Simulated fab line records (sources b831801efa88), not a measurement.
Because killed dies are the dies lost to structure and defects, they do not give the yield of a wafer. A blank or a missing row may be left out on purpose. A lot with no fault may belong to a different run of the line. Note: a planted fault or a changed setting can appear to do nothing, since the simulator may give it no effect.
A lot that was struck, set against a sound lot | flow sfqLine | 21 steps out of a route of 325
Sound: wafers L348.2, L348.3, L348.5. Struck: wafer L357.1 (L357.2, L357.3, from the same lot, were not struck and are left out); the cause is given at the end.
Per side, at each step with rows, come the tool, then ch with its chambers, and then its first start. Under that, the readings that differ: sound wafers | struck wafers | difference of the means | sigmas: that difference in standard deviations of wafers without a fault.
alike: same words and numbers on both sides, and readings whose means sit less than 2 such deviations apart. not compared: any withheld reading, any reading some wafer has no value for, any bound like >300 that may hide the same value, and any number with overlapping values for which the record gives no deviation.
Wherever a step has rows on one side only, a row that says differs or no value, or a row with sigmas, the two part there. Numbers that have no deviation but don't overlap get no sigmas and don't part them. Lack of a reading on every wafer of one side parts them only where that side has two or more wafers.

SFQ_I4_OVL_MEAS_928:
  sound on overlay-02 at day 43 19:39; struck on overlay-02 at day 53 19:35
  alike: I4_OVL
then, 2 steps without rows for these wafers: SFQ_TRILAYER_I4_VIA_BARC_OPEN_VIA_ETCH_146 (etches BARC in O2, target depth 125 nm, time 41.7 s); SFQ_TRILAYER_I4_VIA_ETCH_VIA_ETCH_106 (etches SiO2 in CHF3, stops on Nb, target depth 260 nm).
SFQ_TRILAYER_I4_VIA_STRIP_STRIP_107: strips in O2.
  sound on rieMetal-04 ch 0,1, day 43 19:50; struck on rieMetal-02 ch 0, day 53 19:46
  alike: drypumpMotorCurrentA, oesProductAu
  not compared: rfHoursCounterH
then, 2 steps without rows for these wafers: SFQ_TRILAYER_I4_VIA_STRIP_SOLV_CLEAN_108 (cleans in NMP, time 600 s); SFQ_TRILAYER_JJ_TRILAYER_DEP_PRE_CLEAN_113 (time 22.5 s).
SFQ_TRILAYER_JJ_TRILAYER_DEP_SPUTTER_109: material Nb, target thk 150 nm, time 100 s.
  sound on pvdSputter-04 at day 43 20:38; struck on pvdSputter-06 at day 53 20:34
  alike: throttleValvePct
SFQ_TRILAYER_JJ_TRILAYER_DEP_SPUTTER_110: material Al, target thk 8 nm, time 10 s.
  sound on pvdSputter-04 at day 43 20:43; struck on pvdSputter-06 at day 53 20:38
  alike: throttleValvePct
then, 1 step without rows for these wafers: SFQ_TRILAYER_JJ_TRILAYER_DEP_AL_OXIDATION_111 (oxidation time 600 s).
SFQ_TRILAYER_JJ_TRILAYER_DEP_SPUTTER_112: material Nb, target thk 170 nm, time 113.3 s.
  sound on pvdSputter-04 at day 43 21:44; struck on pvdSputter-06 at day 53 21:40
  alike: throttleValvePct
SFQ_JJ_RS_MEAS_929: measures by four-point-probe.
  sound on filmMetro-04 at day 43 21:50; struck on filmMetro-01 at day 53 21:44
  alike: JJ_NB_RS
SFQ_TRILAYER_JJ_CE_LITHO_COAT_119: resist thk 62 nm.
  sound on lithoTrack-04 ch 0, day 43 22:02; struck on lithoTrack-01 ch 0, day 53 21:55
reading                                                | sound             | struck | difference | sigmas
model.BARC_of_TRILAYER_JJ_CE_LITHO_COAT_119.thkNm (nm) | 62.02 61.96 61.96 | 74.05  | +12.07     | 
then, 5 steps without rows for these wafers: SFQ_TRILAYER_JJ_CE_LITHO_COAT_114 (resist thk 600 nm); SFQ_TRILAYER_JJ_CE_LITHO_SOFTBAKE_118; SFQ_TRILAYER_JJ_CE_LITHO_EXPOSE_115 (exposes mask J5, target cd 700 nm); SFQ_TRILAYER_JJ_CE_LITHO_PEB_117 (peb time 60 s); SFQ_TRILAYER_JJ_CE_LITHO_DEVELOP_116 (time 60 s).
-- the record jumps here: 6 days lie between the struck wafers' starts before and after --
SFQ_JJ_OVL_MEAS_931:
  sound on overlay-02 at day 50 06:01; struck on overlay-02 at day 60 01:35
  alike: J5_OVL
after that, 1 step had no rows for these wafers: SFQ_TRILAYER_JJ_CE_METRO_MEASURE_117.
SFQ_TRILAYER_JJ_CE_BARC_OPEN_RIE_150: chemistry O2, target BARC, target depth 240 nm, time 80 s.
  sound on rieMetal-02 ch 0,1, day 50 07:14; struck on rieMetal-01 ch 1, day 60 02:49
reading                 | sound             | struck | difference | sigmas
oesProductAu (a.u.)     | 0.536 0.544 0.538 | 0.571  | +0.032     | +8
model.etch.depthNm (nm) | 62.02 61.96 61.96 | 74.05  | +12.07     | 
  alike: drypumpMotorCurrentA
  not compared: rfHoursCounterH
SFQ_TRILAYER_JJ_CE_ETCH_RIE_118: chemistry SF6, target Nb, stops on Al2O3, time 97.7 s, target depth 170 nm.
  sound on rieMetal-02 ch 0,1, day 50 07:20; struck on rieMetal-01 ch 1, day 60 02:55
  alike: drypumpMotorCurrentA, oesProductAu
  not compared: rfHoursCounterH

== WHERE THEY PART ==
At SFQ_TRILAYER_JJ_CE_BARC_OPEN_RIE_150 and nowhere else, as far as this record goes. Later steps at which nothing parts them and some readings are alike: SFQ_TRILAYER_JJ_CE_ETCH_RIE_118.

WHY: the cause the simulator had injected
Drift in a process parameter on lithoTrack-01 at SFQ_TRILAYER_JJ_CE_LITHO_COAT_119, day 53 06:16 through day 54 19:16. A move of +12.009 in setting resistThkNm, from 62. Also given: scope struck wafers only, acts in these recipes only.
